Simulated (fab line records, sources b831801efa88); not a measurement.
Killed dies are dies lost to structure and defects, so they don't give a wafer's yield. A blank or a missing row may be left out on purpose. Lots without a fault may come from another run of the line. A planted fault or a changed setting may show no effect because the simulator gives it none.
Which tool did it? | flow gf180mcu | 13 lots, 39 wafers sampled, at 4 steps of a route of 602

WHAT THE GAUGES READ, wafer by wafer
GF_V4_CD_MEAS_14: target cd 260 nm. Usual: cd_nm 259.8 nm, standard deviation 1.2.
lot  | measured     | on        | cd_nm (nm)        | flag
L434 | day 24 10:08 | cd_sem-02 | 258.7 258.1 259.2 |
L435 | day 24 18:46 | cd_sem-01 | 259.3 257.8 260.2 |
L436 | day 25 04:31 | cd_sem-02 | 258.3 260.4 259.5 |
L437 | day 25 13:25 | cd_sem-01 | 259.8 259.7 261.1 |
L438 | day 25 21:17 | cd_sem-02 | 259.2 259.0 260.0 |
L439 | day 26 07:37 | cd_sem-01 | 258.6 258.6 258.9 |
L440 | day 26 15:08 | cd_sem-01 | 261.3 263.6 262.9 |
L441 | day 27 05:46 | cd_sem-01 | 261.1 261.2 261.9 |
L449 | day 29 06:05 | cd_sem-02 | 257.8 257.6 257.2 |
L450 | day 29 12:55 | cd_sem-01 | 258.4 258.4 258.0 |
L453 | day 30 07:47 | cd_sem-02 | 258.1 258.6 257.7 |
L454 | day 30 17:52 | cd_sem-02 | 258.9 259.2 258.9 |
L456 | day 31 04:46 | cd_sem-02 | 259.7 260.1 259.4 |

WHICH TOOL RAN EACH LOT (tool, then ch and the chambers of the sampled wafers, then the start)
lot  | GF_M3_SPUTTER_00             | GF_M4_SPUTTER_03             | GF_M4_SPUTTER_04
L434 | pvd_sputter-04, day 20 08:04 | pvd_sputter-01, day 22 10:55 | pvd_sputter-01, day 22 10:56
L435 | pvd_sputter-04, day 20 15:38 | pvd_sputter-01, day 22 19:11 | pvd_sputter-01, day 22 19:13
L436 | pvd_sputter-04, day 21 04:53 | pvd_sputter-03, day 23 06:46 | pvd_sputter-03, day 23 06:47
L437 | pvd_sputter-04, day 21 13:58 | pvd_sputter-04, day 23 16:34 | pvd_sputter-04, day 23 16:35
L438 | pvd_sputter-02, day 21 22:29 | pvd_sputter-04, day 24 00:52 | pvd_sputter-04, day 24 00:53
L439 | pvd_sputter-04, day 22 09:11 | pvd_sputter-04, day 24 11:22 | pvd_sputter-04, day 24 11:23
L440 | pvd_sputter-04, day 22 17:34 | pvd_sputter-04, day 24 18:12 | pvd_sputter-04, day 24 18:13
L441 | pvd_sputter-04, day 23 10:29 | pvd_sputter-01, day 25 10:37 | pvd_sputter-01, day 25 10:38
L449 | pvd_sputter-01, day 25 17:15 | pvd_sputter-04, day 27 13:29 | pvd_sputter-04, day 27 13:30
L450 | pvd_sputter-01, day 26 01:26 | pvd_sputter-03, day 27 20:55 | pvd_sputter-03, day 27 20:56
L453 | pvd_sputter-02, day 26 20:55 | pvd_sputter-01, day 28 15:52 | pvd_sputter-01, day 28 15:53
L454 | pvd_sputter-04, day 27 07:44 | pvd_sputter-03, day 29 03:18 | pvd_sputter-03, day 29 03:19
L456 | pvd_sputter-02, day 27 20:32 | pvd_sputter-01, day 29 14:14 | pvd_sputter-01, day 29 14:16
- GF_M3_SPUTTER_00: material Ti, target thk 37.5 nm, time 150 s.
- GF_M4_SPUTTER_03: material Ti, target thk 10 nm, time 6.7 s.
- GF_M4_SPUTTER_04: material TiN, target thk 50 nm, time 41.7 s.

WHAT THE TOOLS THEMSELVES READ (means of the sampled wafers that have a number; where no wafer has one, the mark that the record gives instead)
GF_M3_SPUTTER_00. Usual: throttle_valve_pct 29.8 %, standard deviation 1.1.
lot  | tool           | throttle_valve_pct (%) | flag
L434 | pvd_sputter-04 | 30.2                   |
L435 | pvd_sputter-04 | 30.5                   |
L436 | pvd_sputter-04 | 30.3                   |
L437 | pvd_sputter-04 | 30.7                   |
L438 | pvd_sputter-02 | 29.5                   |
L439 | pvd_sputter-04 | 30.6                   |
L440 | pvd_sputter-04 | 29.8                   |
L441 | pvd_sputter-04 | 30.0                   |
L449 | pvd_sputter-01 | 30.4                   |
L450 | pvd_sputter-01 | 30.1                   |
L453 | pvd_sputter-02 | 27.9                   |
L454 | pvd_sputter-04 | 30.0                   |
L456 | pvd_sputter-02 | 29.9                   |

GF_M4_SPUTTER_03. Usual: throttle_valve_pct 30.1 %, standard deviation 0.79.
lot  | tool           | throttle_valve_pct (%) | flag
L434 | pvd_sputter-01 | 29.8                   |
L435 | pvd_sputter-01 | 29.8                   |
L436 | pvd_sputter-03 | 30.3                   |
L437 | pvd_sputter-04 | 30.7                   |
L438 | pvd_sputter-04 | 30.0                   |
L439 | pvd_sputter-04 | 29.9                   |
L440 | pvd_sputter-04 | 30.2                   |
L441 | pvd_sputter-01 | 29.8                   |
L449 | pvd_sputter-04 | 29.9                   |
L450 | pvd_sputter-03 | 30.6                   |
L453 | pvd_sputter-01 | 30.3                   |
L454 | pvd_sputter-03 | 30.2                   |
L456 | pvd_sputter-01 | 30.5                   |

GF_M4_SPUTTER_04. Usual: throttle_valve_pct 30.2 %, standard deviation 0.78.
lot  | tool           | throttle_valve_pct (%) | flag
L434 | pvd_sputter-01 | 29.8                   |
L435 | pvd_sputter-01 | 29.8                   |
L436 | pvd_sputter-03 | 30.3                   |
L437 | pvd_sputter-04 | 30.6                   |
L438 | pvd_sputter-04 | 30.2                   |
L439 | pvd_sputter-04 | 30.1                   |
L440 | pvd_sputter-04 | 30.3                   |
L441 | pvd_sputter-01 | 29.9                   |
L449 | pvd_sputter-04 | 29.9                   |
L450 | pvd_sputter-03 | 30.5                   |
L453 | pvd_sputter-01 | 30.4                   |
L454 | pvd_sputter-03 | 30.5                   |
L456 | pvd_sputter-01 | 30.4                   |

THE ANSWER, worked out from the rows above alone
Rule: a lot is off if the mean of its wafers that have a number lies more than 3 standard deviations from the usual mean. A lot without any number at a reading at which 4 lots or more have one is off too. The other lots that the step has rows for count as sound. The gauges are gone through in route order, then the tools' own readings, and for those a lot's mean is taken as printed above. The first step at which some lot is off is used, and at that step the reading that is off furthest; a lot without a number counts as furthest.
No lot is off at any reading shown: from this, nothing can be told.

WHAT THE SIMULATOR HAD PUT IN
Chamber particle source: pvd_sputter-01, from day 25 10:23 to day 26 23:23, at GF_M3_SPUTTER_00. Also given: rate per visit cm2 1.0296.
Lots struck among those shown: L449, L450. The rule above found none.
